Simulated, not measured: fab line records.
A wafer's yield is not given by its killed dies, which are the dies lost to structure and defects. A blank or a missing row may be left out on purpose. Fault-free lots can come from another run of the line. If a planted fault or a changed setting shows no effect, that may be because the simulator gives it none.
The same fault as seen by 2 desks / flow gf180mcu / each desk has only its own numbers; what lay behind them comes last

## METROLOGY DESK
What the gauges read, lot by lot, whatever tool the lot ran on: means of the sampled wafers that have a number. Marked OUT: a lot whose mean sits more than 4 standard deviations from the usual mean, which makes it out of limits; the brackets give that distance.
Columns: A = SALICIDE_TIN_RS at GF_SALICIDE_RS_MEAS_04, usual 16.34 ohm/sq; B = CONTACT_BOW at GF_CONTACT_BOW_MEAS_05, usual 65 um; C = V1_CVD_00_THK at GF_V1_THK_MEAS_01, usual 598 nm
lot=L398; first seen here=day 16 08:29; A=16.39; B=67; C=601
lot=L399; first seen here=day 16 16:43; A=16.29; B=63; C=602
lot=L400; first seen here=day 17 04:49; A=15.96; B=61; C=593
lot=L401; first seen here=day 17 10:17; A=16.62; B=64; C=599
lot=L402; first seen here=day 18 02:14; A=16.67; B=57; C=596
lot=L403; first seen here=day 18 12:25; A=16.12; B=60; C=600
lot=L405; first seen here=day 19 08:34; A=16.37; B=60; C=598
lot=L407; first seen here=day 20 06:54; A=16.53; B=67; C=606
lot=L410; first seen here=day 21 04:49; A=16.61; B=61; C=597
lot=L411; first seen here=day 21 08:50; A=11.48 (-17) OUT; B=71; C=597
lot=L413; first seen here=day 22 10:45; A=13.77 (-9.2) OUT; B=65; C=602
lot=L414; first seen here=day 22 11:57; A=16.63; B=69; C=597
lot=L416; first seen here=day 23 02:59; A=16.04; B=65; C=594
lot=L417; first seen here=day 23 11:52; A=16.16; B=66; C=596
Finding of this desk: L411, L413 out of limits, first seen on L411 at day 21 08:50 (SALICIDE_TIN_RS at GF_SALICIDE_RS_MEAS_04). L398, L399, L400, L401, L402, L403, L405, L407, L410, L414, L416, L417 stayed within limits.

## THE TOOL OWNER'S DESK: pvd-sputter-04
The tool's own readings at GF_SALICIDE_SPUTTER_02 (material Co, target thk 10 nm, time 20 s): means of the sampled wafers that have a number, for each lot that ran on this tool. Marked OUT: a lot whose mean sits more than 4 standard deviations from the usual mean, which makes it out of limits; the brackets give that distance.
Columns: A = throttle-valve-pct at GF_SALICIDE_SPUTTER_02, usual 30.3 %
lot=L400; first seen here=day 17 04:45; A=30.7
lot=L401; first seen here=day 17 10:10; A=30.4
lot=L402; first seen here=day 18 02:08; A=30.4
lot=L403; first seen here=day 18 12:22; A=30.6
lot=L411; first seen here=day 21 08:45; A=30.6
lot=L413; first seen here=day 22 10:41; A=30.4
This desk's finding: nothing out of limits on any of the 6 lots.

## PUT TOGETHER
L411, L413 would have let the metrology desk raise an alarm at day 21 08:50.
The tool owner's desk saw nothing out of limits.
On record at the tool owner's desk: L411, L413, within its limits.
GF_SALICIDE_SPUTTER_02 was run on pvd-sputter-04 by each of the lots named.

## WHAT HAD BEEN PUT IN BY THE SIMULATOR
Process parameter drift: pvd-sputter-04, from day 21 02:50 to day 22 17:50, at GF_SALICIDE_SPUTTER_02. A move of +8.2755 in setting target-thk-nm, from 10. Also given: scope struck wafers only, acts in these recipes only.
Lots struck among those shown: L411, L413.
Time in hours between the start of the fault and the first out-of-limits reading at each desk: metrology desk, 6.
